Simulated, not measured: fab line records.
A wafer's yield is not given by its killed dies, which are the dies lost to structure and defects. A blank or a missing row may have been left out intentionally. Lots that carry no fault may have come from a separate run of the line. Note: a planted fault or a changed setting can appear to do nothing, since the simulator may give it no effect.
fab line records	flow sfqLine
[record] lots = 6	wafers = 18	lastDay = 95
route steps=325 shown JJ@193 M5@198 A5B@209 R5@212 I5@228 M8@325
lots that met no fault: taken from a fault-free run of the same line
startH: hours from the record's first day to the start of the lot's first wafer shown	waitH: hours since the lot's step before	" the same as in the row above	L1.1+2: one row covering several wafers at once	- no value, or no start given	* or withheld: withheld	< > ~ a bound
route shown NAME@n: a module of which the file shows steps, and the number in the route of the first	usual: mean/standard deviation of fault-free wafers	same: alike in all rows	chamber/n: place in a boat	sites: readings site by site	_std_site: the values' standard deviation	_edge_site: outer sites' mean less inner sites'	radiusMm: how far each site lies from the wafer's centre	mask NAME#n: copy n	behind: the last tool/chamber to shape the wafer	hold: the reason the lot was held/the length of the hold in hours/how it ended	device: which transistor (n, p or np) failed to switch	end of line: the route-end tests of the same wafers	a step given without rows: its recipe and nothing more	killed: the dies lost at the first sort to structure and to defects; this is not the yield of the wafer	map: the dies of a wafer, with x for killed, . for not killed, _ for no die there
set.NAME: the setting that was run; set.NAME@STEP: the one run at that earlier step	model.NAME: the simulator's own value behind a step, which no gauge read
lots seen at some steps along the route; tables by step, rows by wafer
services: from which hour (startH, from the record's first day; less than 0 if before it) a tool's chamber was out of use, for how many hours, and why
[[steps]]
[step SFQ_TRILAYER_JJ_CE_BARC_OPEN_RIE_150]
[recipe] maskMaterial = PR	chemistry = O2	targetDepthNm = 240	target = BARC	icpW = 600	biasW = 80	pressureMtorr = 10	timeS = 80
[usual] drypumpMotorCurrentA = 5.8/0.35	oesProductAu = 0.538/0.0042
lot.wafer	tool	chamber	startH	waitH	drypumpMotorCurrentA	oesProductAu	rfHoursCounterH
L212.2	rieMetal-01	1	1333.27	0.8	5.5	0.539	62
L212.5	"	0	"	"	5.9	0.535	-
L212.6	"	1	"	"	5.4	0.536	-
L213.1	rieMetal-04	1	1334.47	1.0	6.1	0.543	76
L213.2	"	0	"	"	6.2	0.535	45
L213.3	"	0	"	"	6.2	0.534	-
L222.3	rieMetal-04	1	1492.57	0.6	6.1	0.535	-
L222.4	"	0	"	"	6.2	0.539	-
L222.5	"	1	"	"	6.1	0.531	-
L225.2	rieMetal-04	1	1613.38	0.8	6.0	0.537	107
L225.3	"	0	"	"	6.3	0.544	-
L225.4	"	1	"	"	6.1	0.540	-
L227.1	rieMetal-04	1	1620.58	1.0	6.0	0.539	107
L227.3	"	1	"	"	6.1	0.535	-
L227.5	"	1	"	"	6.1	0.541	-
L229.1	rieMetal-03	0	1635.10	1.0	5.4	0.538	53
L229.2	"	1	"	"	5.3	0.544	41
L229.5	"	1	"	"	5.3	0.541	-
[step SFQ_TRILAYER_JJ_CE_ETCH_RIE_118]
[recipe] target = Nb	stopOn = Al2O3	maskMaterial = PR	taperDeg = 13.257	overEtchFrac = 0.15	timeS = 97.7	chemistry = SF6	targetDepthNm = 170	icpW = 600	biasW = 80	pressureMtorr = 10
[usual] drypumpMotorCurrentA = 5.8/0.35	oesProductAu = 0.990/0.0068
lot.wafer	tool	chamber	startH	waitH	drypumpMotorCurrentA	oesProductAu	rfHoursCounterH
L212.2	rieMetal-01	1	1333.36	0.1	5.5	1.006	62
L212.5	"	0	"	"	5.9	0.990	-
L212.6	"	1	"	"	5.5	0.994	-
L213.1	rieMetal-04	1	1334.56	0.1	6.1	0.993	76
L213.2	"	0	"	"	6.2	0.990	45
L213.3	"	0	"	"	6.3	0.996	-
L222.3	rieMetal-04	1	1492.67	0.1	6.1	0.993	-
L222.4	"	0	"	"	6.2	0.998	-
L222.5	"	1	"	"	6.1	0.987	-
L225.2	rieMetal-04	1	1613.47	0.1	6.1	0.985	107
L225.3	"	0	"	"	6.2	0.990	-
L225.4	"	1	"	"	6.0	0.991	-
L227.1	rieMetal-04	1	1620.67	0.1	6.1	1.004	108
L227.3	"	1	"	"	6.1	0.992	-
L227.5	"	1	"	"	6.0	0.997	-
L229.1	rieMetal-03	0	1635.19	0.1	5.4	0.987	53
L229.2	"	1	"	"	5.3	0.980	41
L229.5	"	1	"	"	5.3	0.989	-
[step SFQ_TRILAYER_JJ_ANODIZE_ANODIZE_119]
[recipe] currentDensityMaCm2 = withheld	endCurrentDensityMaCm2 = withheld	bathTempC = withheld
[step SFQ_TRILAYER_JJ_CE_STRIP_STRIP_120]
[recipe] gas = O2	powerW = 200	platenTempC = 40	overashFraction = 0.65	chemistry = O2	pressureMtorr = 50
[step SFQ_TRILAYER_JJ_CE_STRIP_SOLV_CLEAN_121]
[recipe] chemistry = NMP	tempC = 70	timeS = 600
[step SFQ_TRILAYER_M5_LITHO_COAT_128]
[recipe] resist = BARC	spinRpm = 3000	resistThkNm = 62
[step SFQ_TRILAYER_M5_LITHO_COAT_123]
[recipe] resist = KrF	spinRpm = 3000	resistThkNm = 600
[step SFQ_TRILAYER_M5_LITHO_SOFTBAKE_127]
[recipe] tempC = withheld	timeS = withheld	resist = KrF
[step SFQ_TRILAYER_M5_LITHO_EXPOSE_124]
[recipe] maskId = M5	na = 0.6	sourceShape = conventional	sigmaOuter = 0.65	targetCdNm = 700	doseMj = 14.4
[step SFQ_TRILAYER_M5_LITHO_PEB_126]
[recipe] pebTempC = 115	pebTimeS = 60	resist = KrF
[step SFQ_TRILAYER_M5_LITHO_DEVELOP_125]
[recipe] timeS = 60	resist = KrF
[step SFQ_M5_OVL_MEAS_932]
[usual] M5_OVL = 0/5.6
lot.wafer	tool	chamber	startH	waitH	M5_OVL[nm]
L212.2	overlay-02	-	1454.02	0.1	-1
L212.5	"	-	"	"	3
L212.6	"	-	"	"	-5
L213.1	overlay-02	-	1456.41	0.1	9
L213.2	"	-	"	"	2
L213.3	"	-	"	"	1
L222.3	overlay-01	-	1626.68	0.1	-3
L222.4	"	-	"	"	-8
L222.5	"	-	"	"	-4
L225.2	overlay-02	-	1730.91	0.1	1
L225.3	"	-	"	"	-1
L225.4	"	-	"	"	-2
L227.1	overlay-02	-	1736.90	0.1	-4
L227.3	"	-	"	"	-4
L227.5	"	-	"	"	-7
L229.1	overlay-01	-	1753.70	0.1	-3
L229.2	"	-	"	"	2
L229.5	"	-	"	"	-4
[step SFQ_TRILAYER_M5_BARC_OPEN_METAL_ETCH_161]
[recipe] maskMaterial = PR	chemistry = O2	targetDepthNm = 125	target = BARC	icpW = 600	biasW = 80	pressureMtorr = 10	timeS = 41.7
[usual] biasW = 79.99/0.24	chamberPressureMTorr = 10.002/0.009	drypumpMotorCurrentA = 5.9/0.36	oesProductAu = 0.685/0.005
lot.wafer	tool	chamber	startH	waitH	biasW	chamberPressureMTorr	drypumpMotorCurrentA	oesProductAu	rfHoursCounterH	model.KrF_of_TRILAYER_M5_LITHO_COAT_123.thkNm
L212.2	rieMetal-04	1	1454.05	0.0	-	-	-	-	-	573.9
L212.5	"	1	"	"	-	-	-	-	-	572.8
L212.6	"	0	"	"	-	-	-	-	-	574.2
L213.1	rieMetal-02	1	1456.45	0.0	-	-	-	-	-	572
L213.2	"	0	"	"	-	-	-	-	-	574.6
L213.3	"	1	"	"	-	-	-	-	-	574.4
L222.3	rieMetal-02	0	1626.72	0.0	79.91	9.985	5.4	0.692	-	521.5
L222.4	"	1	"	"	80.26	10.004	6.3	0.686	-	523.8
L222.5	"	1	"	"	80.10	10.013	6.3	0.679	-	520.6
L225.2	rieMetal-02	1	1730.94	0.0	79.93	9.994	6.2	0.679	25	523.4
L225.3	"	1	"	"	80.05	9.987	6.2	0.687	-	522.4
L225.4	"	0	"	"	79.89	10.008	5.4	0.683	-	522.5
L227.1	rieMetal-04	0	1736.94	0.0	79.97	10.018	6.2	0.680	99	522.1
L227.3	"	0	"	"	80.37	9.994	6.3	0.688	-	523.3
L227.5	"	1	"	"	80.15	9.988	6.1	0.683	-	524.7
L229.1	rieMetal-01	1	1753.74	0.0	80.05	10.001	5.5	0.682	114	519.3
L229.2	"	0	"	"	79.89	9.996	5.9	0.693	94	519.9
L229.5	"	0	"	"	80.09	9.997	5.9	0.682	-	520.2
[step SFQ_TRILAYER_M5_ETCH_METAL_ETCH_126]
[recipe] target = Nb	stopOn = SiO2	maskMaterial = PR	overEtchFrac = 0.15	timeS = 203.2	chemistry = Cl2/BCl3	targetDepthNm = 265	icpW = 600	biasW = 80	pressureMtorr = 10
[usual] biasW = 79.97/0.25	chamberPressureMTorr = 10.000/0.0088	drypumpMotorCurrentA = 5.9/0.36	oesProductAu = 0.728/0.0063
lot.wafer	tool	chamber	startH	waitH	biasW	chamberPressureMTorr	drypumpMotorCurrentA	oesProductAu	rfHoursCounterH	model.KrF_of_TRILAYER_M5_LITHO_COAT_123.thkNm
L212.2	rieMetal-04	1	1454.11	0.0	80.11	10.000	6.1	0.374	93	417.4
L212.5	"	1	"	"	80.04	10.009	6.1	0.384	-	416.4
L212.6	"	0	"	"	80.47	9.999	6.3	0.371	-	419.9
L213.1	rieMetal-02	1	1456.51	0.0	79.72	10.010	6.3	0.378	131	419.3
L213.2	"	0	"	"	79.47	9.987	5.4	0.371	49	422.3
L213.3	"	1	"	"	79.54	10.002	6.2	0.377	-	421.6
L222.3	rieMetal-02	0	1626.83	0.1	79.98	10.005	5.4	0.730	-	367
L222.4	"	1	"	"	80.01	10.008	6.3	0.724	-	371.5
L222.5	"	1	"	"	80.54	9.999	6.3	0.731	-	367.3
L225.2	rieMetal-02	1	1731.00	0.0	80.36	10.002	6.3	0.731	25	371.6
L225.3	"	1	"	"	80.04	9.984	6.2	0.734	-	370.3
L225.4	"	0	"	"	79.50	9.991	5.4	0.726	-	368.6
L227.1	rieMetal-04	0	1737.00	0.0	80.29	9.998	6.2	0.732	99	368.1
L227.3	"	0	"	"	80.27	9.992	6.2	0.730	-	370.2
L227.5	"	1	"	"	79.68	9.988	6.1	0.727	-	371.6
L229.1	rieMetal-01	1	1753.80	0.0	80.18	10.008	5.5	0.727	114	368.2
L229.2	"	0	"	"	80.09	9.988	5.9	0.724	95	369.2
L229.5	"	0	"	"	80.35	10.015	5.9	0.728	-	369.3
[step SFQ_TRILAYER_M5_STRIP_STRIP_127]
[recipe] gas = O2	powerW = 200	platenTempC = 40	overashFraction = 0.65	chemistry = O2	pressureMtorr = 50
[step SFQ_TRILAYER_M5_STRIP_SOLV_CLEAN_128]
[recipe] chemistry = NMP	tempC = 70	timeS = 600
[step SFQ_TRILAYER_A5B_DEP_PECVD_129]
[recipe] material = SiO2	tempC = 150	timeS = 133.33	pressureTorr = 2.4	rfW = 183.3	precursor = SiH4/N2O	targetThkNm = 600
[step SFQ_TRILAYER_A5B_CMP_CMP_130]
[recipe] stopOn = Nb	downForcePsi = 3	platenRpm = 60	targetThkNm = 340.7
[step SFQ_TRILAYER_A5B_METRO_MEASURE_131]
[step SFQ_TRILAYER_R5_DEP_SPUTTER_132]
[recipe] material = Ti	basePressurePa = 1.33e-06	targetThkNm = 5	powerW = 2000	timeS = 5	chamberPressurePa = 0.4
[step SFQ_TRILAYER_R5_DEP_SPUTTER_133]
[recipe] material = MoNx	basePressurePa = 1.33e-06	targetThkNm = 40	powerW = 1000	timeS = 66.7	chamberPressurePa = 0.4
[step SFQ_TRILAYER_R5_DEP_SPUTTER_134]
[recipe] material = Ti	basePressurePa = 1.33e-06	targetThkNm = 5	powerW = 2000	timeS = 5	chamberPressurePa = 0.4
[usual] throttleValvePct = 30.2/1.3
lot.wafer	tool	chamber	startH	waitH	throttleValvePct
L212.2	pvdSputter-04	-	1459.46	0.0	31.6
L212.5	"	-	"	"	31.4
L212.6	"	-	"	"	30.9
L213.1	pvdSputter-05	-	1462.46	0.0	31.5
L213.2	"	-	"	"	29.6
L213.3	"	-	"	"	27.0
L222.3	pvdSputter-03	-	1632.09	0.0	29.7
L222.4	"	-	"	"	30.2
L222.5	"	-	"	"	31.0
L225.2	pvdSputter-05	-	1736.33	0.0	26.9
L225.3	"	-	"	"	30.0
L225.4	"	-	"	"	30.1
L227.1	pvdSputter-03	-	1742.51	0.0	30.5
L227.3	"	-	"	"	28.6
L227.5	"	-	"	"	30.8
L229.1	pvdSputter-04	-	1759.18	0.0	30.8
L229.2	"	-	"	"	31.1
L229.5	"	-	"	"	31.3
[step SFQ_R5_RS_MEAS_933]
[recipe] thkMeasGauge = four-point-probe	reads = Ti_of_TRILAYER_R5_DEP_SPUTTER_134+MoNx_of_TRILAYER_R5_DEP_SPUTTER_133+Ti_of_TRILAYER_R5_DEP_SPUTTER_132
[usual] R5_MONX_RS = 7.06/0.076
lot.wafer	tool	chamber	startH	waitH	R5_MONX_RS[ohm/sq]
L212.2	filmMetro-03	-	1459.49	0.0	7.08
L212.5	"	-	"	"	7.07
L212.6	"	-	"	"	7.15
L213.1	filmMetro-03	-	1462.47	0.0	7.07
L213.2	"	-	"	"	6.98
L213.3	"	-	"	"	6.97
L222.3	filmMetro-03	-	1632.15	0.0	7.15
L222.4	"	-	"	"	7.11
L222.5	"	-	"	"	7.07
L225.2	filmMetro-04	-	1736.37	0.0	7.14
L225.3	"	-	"	"	7.17
L225.4	"	-	"	"	7.17
L227.1	filmMetro-02	-	1742.53	0.0	7.00
L227.3	"	-	"	"	6.94
L227.5	"	-	"	"	6.98
L229.1	filmMetro-04	-	1759.20	0.0	7.08
L229.2	"	-	"	"	7.11
L229.5	"	-	"	"	7.17
[step SFQ_R5_THK_MEAS_934]
[recipe] thkMeasGauge = xrf	reads = MoNx_of_TRILAYER_R5_DEP_SPUTTER_133
[usual] R5_MONX_THK = 39.6/0.53
lot.wafer	tool	chamber	startH	waitH	R5_MONX_THK[nm]
L212.2	filmMetro-03	-	1459.60	0.1	39.5
L212.5	"	-	"	"	39.7
L212.6	"	-	"	"	39.2
L213.1	filmMetro-03	-	1462.59	0.1	39.7
L213.2	"	-	"	"	40.0
L213.3	"	-	"	"	40.3
L222.3	filmMetro-03	-	1632.25	0.1	39.4
L222.4	"	-	"	"	39.7
L222.5	"	-	"	"	40.0
L225.2	filmMetro-04	-	1736.48	0.1	38.6
L225.3	"	-	"	"	38.6
L225.4	"	-	"	"	38.8
L227.1	filmMetro-02	-	1742.65	0.1	39.7
L227.3	"	-	"	"	40.1
L227.5	"	-	"	"	39.8
L229.1	filmMetro-04	-	1759.32	0.1	39.2
L229.2	"	-	"	"	39.2
L229.5	"	-	"	"	38.7
[step SFQ_TRILAYER_R5_LITHO_COAT_141]
[recipe] resist = BARC	spinRpm = 3000	resistThkNm = 62
[step SFQ_TRILAYER_R5_LITHO_COAT_136]
[recipe] resist = KrF	spinRpm = 3000	resistThkNm = 600
[step SFQ_TRILAYER_R5_LITHO_SOFTBAKE_140]
[recipe] tempC = withheld	timeS = withheld	resist = KrF
[step SFQ_TRILAYER_R5_LITHO_EXPOSE_137]
[recipe] maskId = R5	na = 0.6	sourceShape = conventional	sigmaOuter = 0.65	targetCdNm = 500	doseMj = 14.4
[usual] exposureDoseMJCm2 = 14.399/0.013	focusOffsetNm = 0.0/0.52
lot.wafer	tool	chamber	startH	waitH	mask	exposureDoseMJCm2	focusOffsetNm
L212.2	krfScanner-02	-	1588.03	-	R5#0	-	-
L212.5	"	-	"	"	R5#0	-	-
L212.6	"	-	"	"	R5#0	-	-
L213.1	krfScanner-01	-	1592.64	-	R5#0	-	-
L213.2	"	-	"	"	R5#0	-	-
L213.3	"	-	"	"	R5#0	-	-
L222.3	krfScanner-01	0	1745.40	-	R5#0	14.393	-0.4
L222.4	"	0	"	"	R5#0	14.398	-0.2
L222.5	"	0	"	"	R5#0	14.385	-0.1
L225.2	krfScanner-02	0	1751.34	-	R5#0	14.382	0.7
L225.3	"	0	"	"	R5#0	14.410	-0.8
L225.4	"	0	"	"	R5#0	14.385	-0.5
L227.1	krfScanner-02	0	1754.74	-	R5#0	14.399	0.1
L227.3	"	0	"	"	R5#0	14.409	-0.7
L227.5	"	0	"	"	R5#0	14.388	-0.4
L229.1	krfScanner-02	0	1775.14	-	R5#0	14.392	0.4
L229.2	"	0	"	"	R5#0	14.388	0.6
L229.5	"	0	"	"	R5#0	14.392	0.5
[step SFQ_TRILAYER_R5_LITHO_PEB_139]
[recipe] pebTempC = 115	pebTimeS = 60	resist = KrF
[step SFQ_TRILAYER_R5_LITHO_DEVELOP_138]
[recipe] timeS = 60	resist = KrF
[step SFQ_R5_OVL_MEAS_935]
[usual] R5_OVL = 2/5.7
lot.wafer	tool	chamber	startH	waitH	R5_OVL[nm]
L212.2	overlay-01	-	1589.34	0.1	-
L212.5	"	-	"	"	-
L212.6	"	-	"	"	-
L213.1	overlay-02	-	1594.14	0.1	-
L213.2	"	-	"	"	-
L213.3	"	-	"	"	-
L222.3	overlay-02	-	1746.52	0.1	-2
L222.4	"	-	"	"	1
L222.5	"	-	"	"	5
L225.2	overlay-02	-	1752.64	0.1	7
L225.3	"	-	"	"	10
L225.4	"	-	"	"	3
L227.1	overlay-02	-	1756.24	0.1	11
L227.3	"	-	"	"	8
L227.5	"	-	"	"	13
L229.1	overlay-02	-	1776.64	0.1	10
L229.2	"	-	"	"	11
L229.5	"	-	"	"	10
[step SFQ_TRILAYER_R5_BARC_OPEN_METAL_ETCH_177]
[recipe] maskMaterial = PR	chemistry = O2	targetDepthNm = 125	target = BARC	icpW = 600	biasW = 80	pressureMtorr = 10	timeS = 41.7
[usual] biasW = 79.93/0.23	chamberPressureMTorr = 10.000/0.0092	drypumpMotorCurrentA = 5.7/0.42	oesProductAu = 0.685/0.0044
lot.wafer	tool	chamber	startH	waitH	biasW	chamberPressureMTorr	drypumpMotorCurrentA	oesProductAu	rfHoursCounterH
L212.2	rieMetal-03	1	1589.37	0.0	80.04	9.994	5.3	0.681	37
L212.5	"	0	"	"	80.05	10.012	5.4	0.684	-
L212.6	"	1	"	"	79.71	9.995	5.3	0.682	-
L213.1	rieMetal-03	0	1594.18	0.0	79.86	9.996	5.4	0.684	49
L213.2	"	1	"	"	80.16	9.999	5.3	0.689	37
L213.3	"	0	"	"	79.85	10.001	5.4	0.689	-
L222.3	rieMetal-02	1	1746.56	0.0	79.84	9.999	6.2	0.689	-
L222.4	"	0	"	"	80.15	9.988	5.4	0.685	-
L222.5	"	1	"	"	79.33	10.003	6.2	0.684	-
L225.2	rieMetal-04	1	1752.67	0.0	79.88	10.006	6.1	0.682	124
L225.3	"	0	"	"	79.46	10.006	6.2	0.685	-
L225.4	"	1	"	"	80.11	9.994	6.1	0.681	-
L227.1	rieMetal-02	0	1756.27	0.0	80.14	9.992	5.4	0.690	92
L227.3	"	0	"	"	80.13	9.989	5.4	0.684	-
L227.5	"	0	"	"	80.14	9.993	5.4	0.684	-
L229.1	rieMetal-04	0	1776.67	0.0	80.05	10.007	6.2	0.681	108
L229.2	"	0	"	"	80.05	9.997	6.2	0.687	-
L229.5	"	0	"	"	79.88	10.002	6.2	0.687	-
[step SFQ_TRILAYER_R5_ETCH_METAL_ETCH_139]
[recipe] stopOn = SiO2	maskMaterial = PR	chemistry = Cl2	targetDepthNm = 60	icpW = 600	biasW = 80	pressureMtorr = 10	timeS = 40
[usual] biasW = 80.03/0.22	chamberPressureMTorr = 9.999/0.0093	drypumpMotorCurrentA = 5.7/0.42	oesProductAu = 0.991/0.0054
lot.wafer	tool	chamber	startH	waitH	biasW	chamberPressureMTorr	drypumpMotorCurrentA	oesProductAu	rfHoursCounterH
L212.2	rieMetal-03	1	1589.43	0.0	79.80	9.998	5.3	0.993	37
L212.5	"	0	"	"	80.16	9.994	5.4	0.989	-
L212.6	"	1	"	"	80.03	10.003	5.3	0.987	-
L213.1	rieMetal-03	0	1594.24	0.0	80.04	9.976	5.4	0.987	49
L213.2	"	1	"	"	80.19	10.002	5.3	0.992	37
L213.3	"	0	"	"	80.10	9.999	5.3	0.994	-
L222.3	rieMetal-02	1	1746.62	0.0	80.18	10.005	6.3	0.989	-
L222.4	"	0	"	"	79.88	9.988	5.4	0.997	-
L222.5	"	1	"	"	80.18	10.019	6.3	0.991	-
L225.2	rieMetal-04	1	1752.73	0.0	80.04	9.991	6.1	0.993	124
L225.3	"	0	"	"	79.95	9.991	6.2	0.993	-
L225.4	"	1	"	"	80.30	9.995	6.0	0.998	-
L227.1	rieMetal-02	0	1756.33	0.0	79.99	10.000	5.4	0.994	92
L227.3	"	0	"	"	80.05	9.987	5.4	0.993	-
L227.5	"	0	"	"	79.97	9.991	5.4	0.980	-
L229.1	rieMetal-04	0	1776.79	0.1	80.26	10.012	6.2	0.991	108
L229.2	"	0	"	"	80.00	10.010	6.2	0.989	-
L229.5	"	0	"	"	80.21	10.011	6.2	0.991	-
[step SFQ_TRILAYER_R5_STRIP_STRIP_140]
[recipe] gas = O2	powerW = 200	platenTempC = 40	overashFraction = 0.65	chemistry = O2	pressureMtorr = 50
[step SFQ_TRILAYER_R5_STRIP_SOLV_CLEAN_141]
[recipe] chemistry = NMP	tempC = 70	timeS = 600
[step SFQ_TRILAYER_A5C_DEP_PECVD_142]
[recipe] material = SiO2	tempC = 150	timeS = 15.556	pressureTorr = 2.4	rfW = 183.3	precursor = SiH4/N2O	targetThkNm = 70
[step SFQ_TRILAYER_I5_LITHO_COAT_149]
[recipe] resist = BARC	spinRpm = 3000	resistThkNm = 62
[step SFQ_TRILAYER_I5_LITHO_COAT_144]
[recipe] resist = KrF	spinRpm = 3000	resistThkNm = 650
[step SFQ_TRILAYER_I5_LITHO_SOFTBAKE_148]
[recipe] tempC = withheld	timeS = withheld	resist = KrF
[step SFQ_TRILAYER_I5_LITHO_PEB_147]
[recipe] pebTempC = 115	pebTimeS = 60	resist = KrF
[step SFQ_TRILAYER_I5_LITHO_DEVELOP_146]
[recipe] timeS = 60	resist = KrF
[step SFQ_TRILAYER_I5_ETCH_VIA_ETCH_147]
[recipe] stopOn = Nb	maskMaterial = PR	chemistry = CHF3	targetDepthNm = 360	sourceW = 500	biasW = 80	pressureMtorr = 30	timeS = withheld
[usual] biasW = 80.01/0.22	chamberPressureMTorr = 30.000/0.028	drypumpMotorCurrentA = 5.5/0.51	oesProductAu = 0.991/0.0053
lot.wafer	tool	chamber	startH	waitH	biasW	chamberPressureMTorr	drypumpMotorCurrentA	oesProductAu	model.I5.cdNm
L212.2	rieDiel-04	1	1714.38	0.0	79.93	29.983	5.6	0.373	-
L212.5	"	2	"	"	79.58	29.994	4.7	0.375	-
L212.6	"	3	"	"	80.08	29.985	5.0	0.382	-
L213.1	rieDiel-03	2	1716.78	0.0	80.05	29.951	5.5	0.377	2.354
L213.2	"	0	"	"	79.43	29.974	5.7	0.378	2.305
L213.3	"	3	"	"	80.19	29.984	5.9	0.378	-
L222.3	rieDiel-01	2	1763.51	0.0	80.13	29.989	6.0	0.994	699.9
L222.4	"	0	"	"	80.53	29.986	5.4	0.991	703
L222.5	"	3	"	"	79.90	30.004	5.7	0.995	701.5
L225.2	rieDiel-04	1	1770.71	0.0	80.12	29.981	5.6	1.001	703.4
L225.3	"	0	"	"	80.27	30.006	6.6	1.000	702
L225.4	"	2	"	"	79.83	30.015	4.7	0.987	700.8
L227.1	rieDiel-03	3	1774.31	0.0	79.98	30.003	5.9	0.988	701.1
L227.3	"	1	"	"	79.91	30.058	5.7	0.991	700.1
L227.5	"	1	"	"	80.19	29.969	5.7	0.982	700.7
L229.1	rieDiel-04	1	1797.95	0.0	80.28	29.989	5.6	0.999	701.5
L229.2	"	2	"	"	79.70	30.020	4.7	0.991	695.2
L229.5	"	0	"	"	80.22	30.038	6.6	0.995	697.3
[step SFQ_M8_BOW_MEAS_951]
[recipe] mode = bow
[usual] M8_BOW = 8/12
lot.wafer	tool	chamber	startH	waitH	M8_BOW[um]	model.etest.r5.combLog10Ohm	model.etest.m5.combLog10Ohm	model.etest.jj.gTimes
L212.2	filmMetro-01	-	2090.06	0.0	21	0	0	0
L212.5	"	-	"	"	38	0	0	0
L212.6	"	-	"	"	32	0	0	0
L213.1	filmMetro-03	-	2092.46	0.0	33	0	0	0
L213.2	"	-	"	"	16	0	0	0
L213.3	"	-	"	"	23	0	0	0
L222.3	filmMetro-03	-	2143.01	0.0	8	12	12	0.9978
L222.4	"	-	"	"	17	12	12	0.9933
L222.5	"	-	"	"	21	12	12	0.9958
L225.2	filmMetro-04	-	2225.44	0.0	3	12	12	0.9956
L225.3	"	-	"	"	12	12	12	1.004
L225.4	"	-	"	"	25	12	12	0.999
L227.1	filmMetro-03	-	2244.62	0.0	14	12	12	0.9941
L227.3	"	-	"	"	4	12	12	0.9946
L227.5	"	-	"	"	13	12	12	0.995
L229.1	filmMetro-04	-	2271.23	0.0	-14	12	12	1.004
L229.2	"	-	"	"	-3	12	12	1.012
L229.5	"	-	"	"	-10	12	12	1.016
[[services]]
tool	chamber	startH	hours	kind
rieMetal-02	-	1337.81	0.5	repair
rieMetal-03	0	1348.04	5.8	repair
krfScanner-02	-	1354.53	0.8	pm
rieMetal-04	-	1357.07	0.4	repair
krfScanner-02	-	1363.68	1.3	pm
krfScanner-02	-	1373.04	4.7	repair
rieMetal-01	-	1409.48	14.6	pm
krfScanner-02	-	1414.33	4.0	pm
krfScanner-02	-	1442.60	1.0	pm
krfScanner-02	-	1468.48	1.2	repair
krfScanner-02	-	1481.09	0.7	repair
krfScanner-02	-	1510.67	0.4	repair
krfScanner-02	-	1522.51	0.8	pm
rieMetal-04	1	1535.69	44.0	repair
krfScanner-02	-	1540.33	1.3	pm
rieMetal-04	-	1545.24	0.8	repair
rieMetal-04	0	1545.38	7.4	repair
rieMetal-03	-	1581.35	2.8	pm
krfScanner-02	-	1589.03	3.6	pm
krfScanner-02	-	1611.60	1.0	pm
rieMetal-03	0	1642.64	11.3	repair
krfScanner-02	-	1691.16	0.8	pm
rieMetal-02	1	1724.98	5.9	repair
rieMetal-03	1	1740.91	10.2	repair
[[key]]
[firstSign] step = SFQ_TRILAYER_M5_BARC_OPEN_METAL_ETCH_161	reading = toolRecord	direction = missing
[effect] step = SFQ_TRILAYER_M5_ETCH_METAL_ETCH_126	reading = oesProductAu	direction = down	sigmas = 56	usual = 0.728	struck = 0.376
[effect] step = SFQ_TRILAYER_R5_LITHO_EXPOSE_137	reading = toolRecord	direction = missing
[effect] step = SFQ_R5_OVL_MEAS_935	reading = R5_OVL	direction = missing
[effect] step = SFQ_TRILAYER_I5_ETCH_VIA_ETCH_147	reading = oesProductAu	direction = down	sigmas = 99+	usual = 0.991	struck = 0.377
[modelEffect] step = SFQ_TRILAYER_M5_BARC_OPEN_METAL_ETCH_161	value = KrF_of_TRILAYER_M5_LITHO_COAT_123.thkNm	without = 521.8	struck = 573.7
[modelEffect] step = SFQ_TRILAYER_M5_ETCH_METAL_ETCH_126	value = KrF_of_TRILAYER_M5_LITHO_COAT_123.thkNm	without = 367.6	struck = 419.5
[modelEffect] step = SFQ_TRILAYER_I5_ETCH_VIA_ETCH_147	value = I5.cdNm	without = 703.1	struck = 2.33
[modelEffect] step = SFQ_M8_BOW_MEAS_951	value = etest.r5.combLog10Ohm	without = 12	struck = 0
metAt SFQ_TRILAYER_M5_BARC_OPEN_METAL_ETCH_161
struckWafers L212.2,L212.5,L212.6,L213.1,L213.2,L213.3
[fault] kind = skippedStepWhole	tool = rieMetal-02,rieMetal-04	chamber = -	onsetH = 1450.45	steps = SFQ_TRILAYER_M5_BARC_OPEN_METAL_ETCH_161	scope = struckLotsOnly
